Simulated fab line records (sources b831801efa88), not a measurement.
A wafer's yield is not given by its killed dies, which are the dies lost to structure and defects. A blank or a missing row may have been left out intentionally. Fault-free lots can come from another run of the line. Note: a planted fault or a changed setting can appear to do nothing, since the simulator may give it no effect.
Problem report in the 8D (eight disciplines) form, filled by code | flow sky130 | the parts of the form that need people (team, actions taken, sign-off) are left out

1. THE PROBLEM
SKY_VIA2_SOFTBAKE_08, runLengthS: mean 98.64 s over 1 wafer from 1 lot; wafers with no fault: 119.02 s, standard deviation 0.15. That is -99 or more standard deviations from the usual mean.
The step: time 90 s.
Seen first at day 40 17:00 on lithoTrack-02, wafer L568.1. The record holds 36 wafers of 12 lots with a number at this step. Rule for "out" (also "out of limits"): further than 4 standard deviations from the usual mean. The other wafers with a number count as sound.

2. WHAT THIS IS AND IS NOT
question                    | is                            | is not
which readings at this step | runLengthS, heaterPowerTotalW | exhaustPa
which lots                  | L568                          | L552, L553, L554, L555, L558, L559, L561, L562, L563, L567, L575
which wafers of those lots  | L568.1                        | L568.2, L568.4
read on which tools         | lithoTrack-02                 | lithoTrack-01, lithoTrack-03
when                        | from day 40 17:00             | up to then (32 sound wafers); but 3 sound wafers of L575 came after

3. SUSPECTS, AND WHAT RULES EACH OUT
Counting: if a tool at a process step up to the reading ran every lot that is out, it stays a suspect. Sound lots after the first of them don't rule it out here, since some wafers of a struck lot are sound.
- plasmaAsher-02 at SKY_METAL2_STRIP_20 (strips in O2/N2): kept. L568, the lot that is out, went through it at day 40 03:31; up to then, the latest sound lot through it was L567 at day 39 21:06.
- lithoTrack-02 at SKY_VIA2_SOFTBAKE_08 (time 90 s): kept. L568, the lot that is out, went through it at day 40 17:00; up to then, the latest sound lot through it was L563 at day 39 10:00. Its own readings are out on those wafers: heaterPowerTotalW, runLengthS.
- The sound lot-mates ran in chamber 1 of plasmaAsher-02 at SKY_METAL2_STRIP_20, but the wafers that are out ran in chamber 0.
What counting leaves: plasmaAsher-02 at SKY_METAL2_STRIP_20 and lithoTrack-02 at SKY_VIA2_SOFTBAKE_08.

4. THE CAUSE (what the simulator had put in)
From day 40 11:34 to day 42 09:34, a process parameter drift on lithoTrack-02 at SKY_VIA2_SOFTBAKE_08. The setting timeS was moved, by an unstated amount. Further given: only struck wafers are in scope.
Counting leaves 2 suspects; this tool is one of them.

5. THE CHAIN OF EFFECTS, in route order
Rows list readings where the struck wafers' mean (over those with a number) sits beyond 3 standard deviations from the usual. Readings are gone through only where the record gives a usual standard deviation; hours: the median, over the lots, of the time from a lot's start at the first step in this table giving one to that lot's start at this step; sigmas: the change measured in usual standard deviations.
hours | step                 | reading           | usual    | on struck wafers | change | sigmas
0     | SKY_VIA2_SOFTBAKE_08 | heaterPowerTotalW | 57.34 W  | 62.32            | +4.98  | +41
0     | SKY_VIA2_SOFTBAKE_08 | runLengthS        | 119.02 s | 98.64            | -20.38 | -99 or more
The process steps in it:
- SKY_VIA2_SOFTBAKE_08: time 90 s.
Later measuring or inspecting steps at which every struck wafer that the step has a row for has a number for every such reading, and none has moved that far: SKY_VIA2_CD_MEAS_12.

6. HOW IT WOULD HAVE BEEN CAUGHT EARLIER
5 hours passed between the start of the fault at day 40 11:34 and the first reading out of limits in this record, taken at day 40 17:00.
